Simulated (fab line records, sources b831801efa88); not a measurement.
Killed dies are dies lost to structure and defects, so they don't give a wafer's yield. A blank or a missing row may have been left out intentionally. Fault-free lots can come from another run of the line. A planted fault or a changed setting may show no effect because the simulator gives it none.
2 desks, one fault ; flow sfq-line ; what lay behind the numbers comes last; until then each desk has only its own

## DESK OF THE TOOL OWNER: pvd-sputter-03
The tool's own readings at SFQ_TRILAYER_R5_DEP_SPUTTER_133 (material MoNx, target thk 40 nm, time 66.7 s): means of the sampled wafers that have a number, for each lot that ran on this tool. Any lot whose mean is over 4 standard deviations away from the usual mean is out of limits and marked OUT; that distance is given in the brackets.
Columns: A = cathode-dc-power-W at SFQ_TRILAYER_R5_DEP_SPUTTER_133, usual 1000.0 W; B = throttle-valve-pct at SFQ_TRILAYER_R5_DEP_SPUTTER_133, usual 29.4 %
lot;first seen here;A;B
L999;day 61 03:29;999.9;29.5
L100;day 61 21:03;999.9;29.2
L108;day 70 17:14;999.9;29.3
This desk found nothing out of limits on any of the 3 lots.

## THE METROLOGY DESK
What the gauges read, lot by lot, whatever tool the lot ran on: means of the sampled wafers that have a number. Any lot whose mean is over 4 standard deviations away from the usual mean is out of limits and marked OUT; that distance is given in the brackets.
Columns: A = M5_OVL at SFQ_M5_OVL_MEAS_932, usual -2 nm; B = R5_MONX_RS at SFQ_R5_RS_MEAS_933, usual 7.03 ohm/sq; C = R5_MONX_THK at SFQ_R5_THK_MEAS_934, usual 39.8 nm; D = R5_OVL at SFQ_R5_OVL_MEAS_935, usual -2 nm; E = I5_OVL at SFQ_I5_OVL_MEAS_936, usual -1 nm; F = M8_BOW at SFQ_M8_BOW_MEAS_951, usual 10 um
lot;first seen here;A;B;C;D;E;F
L989;day 57 15:59;-9;6.96;40.3;0;3;10
L999;day 60 22:07;-12;5.30 (-24) OUT;56.4 (+34) OUT;-10;1;18
L100;day 61 14:50;-12;5.35 (-23) OUT;56.0 (+33) OUT;-4;1;22
L102;day 61 22:02;-1;7.02;39.8;-1;-4;7
L104;day 62 18:53;0;7.04;39.7;1;-0;19
L108;day 70 11:01;2;7.02;40.0;0;3;8
Per this desk, out of limits: L100, L999; the first was L999, day 61 03:35 (R5_MONX_RS at SFQ_R5_RS_MEAS_933). Within limits: L989, L102, L104, L108.

## TAKEN TOGETHER
L100, L999 would have let the metrology desk raise an alarm at day 61 03:35.
The tool owner's desk saw nothing out of limits.
Tool owner's desk: L100, L999 on record, inside its limits.
All the named lots went through SFQ_TRILAYER_R5_DEP_SPUTTER_133 on pvd-sputter-03.

## WHAT THE SIMULATOR HAD PUT IN
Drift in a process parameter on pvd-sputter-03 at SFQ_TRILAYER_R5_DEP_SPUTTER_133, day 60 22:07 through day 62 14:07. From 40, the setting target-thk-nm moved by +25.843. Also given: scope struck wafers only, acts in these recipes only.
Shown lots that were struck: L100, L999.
Delay in hours, fault start to first out-of-limits reading, per desk: metrology desk 5.
